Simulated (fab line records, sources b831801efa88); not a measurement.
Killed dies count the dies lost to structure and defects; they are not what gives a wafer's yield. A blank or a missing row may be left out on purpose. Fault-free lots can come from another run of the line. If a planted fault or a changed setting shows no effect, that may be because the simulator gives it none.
Code-filled problem report in 8D (eight disciplines) form + flow sky130 + the parts of the form that need people (team, actions taken, sign-off) are left out

== 1. THE PROBLEM ==
cd-nm at SKY_SONOS_TUNNEL_CD_MEAS_07 reads a mean of 422.9 nm on 4 wafers of 3 lots; wafers without a fault read 409.6 nm with a standard deviation of 1.8. Relative to the usual mean, that is a shift of +7.4 standard deviations.
The step: target cd 410 nm.
Earliest sighting: wafer L226.1 on cd-sem-01 at day 14 04:24. At this step, 38 wafers from 13 lots have a number in the record. Rule for "out", or "out of limits": more than 4 standard deviations from the usual mean. All remaining wafers that have a number are taken as sound.

== 2. WHAT IT IS; WHAT IT IS NOT ==
| question                    | is                             | is not                                                                                                                    |
|-----------------------------|--------------------------------|---------------------------------------------------------------------------------------------------------------------------|
| which readings at this step | cd-nm                          | -                                                                                                                         |
| which lots                  | L225, L226, L228               | L221, L224, L233, L234, L237, L238, L239, L242, L243, L244                                                                |
| which wafers of those lots  | L225.1, L226.1, L228.1, L228.3 | L225.4, L225.5, L226.5, L228.6                                                                                            |
| read on which gauges        | cd-sem-01, cd-sem-02           | -                                                                                                                         |
| when                        | from day 14 04:24              | up to then (7 sound wafers); but 27 sound wafers of L225, L228, L233, L234, L237, L238, L239, L242, L243, L244 came after |

== 3. THE SUSPECTS, EACH WITH WHAT RULES IT OUT ==
Counting: a tool at a process step up to the reading stays a suspect if it ran every lot that is out. Sound lots after the first of them don't rule it out here, since some wafers of a struck lot are sound.
- ruled out: the gauge at SKY_SONOS_TUNNEL_CD_MEAS_07. The wafers that are out were read on 2 gauges (cd-sem-01, cd-sem-02).
- iline-stepper-02 at SKY_SONOS_TUNNEL_EXPOSE_04 (exposes mask TUNM, target cd 410 nm): kept. Every lot that is out went through it, the first being L226 (day 13 15:17); the last sound lot it ran before that was L224 (day 12 23:10).
After counting, what remains is iline-stepper-02 at SKY_SONOS_TUNNEL_EXPOSE_04.

== 4. THE CAUSE (what the simulator had put in) ==
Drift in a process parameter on iline-stepper-02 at SKY_SONOS_TUNNEL_EXPOSE_04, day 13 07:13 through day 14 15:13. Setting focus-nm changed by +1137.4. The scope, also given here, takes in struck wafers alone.
The count eliminated every tool but this one.

== 5. THE CHAIN OF EFFECTS, in route order ==
Each row: a reading where the mean over the struck wafers with a number is more than 3 standard deviations away from the usual. Only readings for which the record gives a usual standard deviation are gone through. hours: the time from each lot's start at the first step in this table that gives one to its start at this step, as a median over the lots. sigmas: the change in usual standard deviations.
| hours | step                        | reading | usual    | on struck wafers | change | sigmas |
|-------|-----------------------------|---------|----------|------------------|--------|--------|
| 0     | SKY_SONOS_TUNNEL_CD_MEAS_07 | cd-nm   | 409.6 nm | 422.9            | +13.3  | +7.4   |

== 6. HOW IT WOULD HAVE BEEN CAUGHT EARLIER ==
21 hours passed between the start of the fault at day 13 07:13 and the first reading out of limits at a measuring or inspecting step in this record, taken at day 14 04:24.
Tool readings at SKY_SONOS_TUNNEL_EXPOSE_04 with a usual standard deviation given in the record: none out on any struck wafer, hence no alarm at a limit of 4 standard deviations on them.
L228, from the lots that are out (3), started SKY_SONOS_TUNNEL_EXPOSE_04 on iline-stepper-02 later than day 14 04:24. Holding the tool at that time would have saved it.
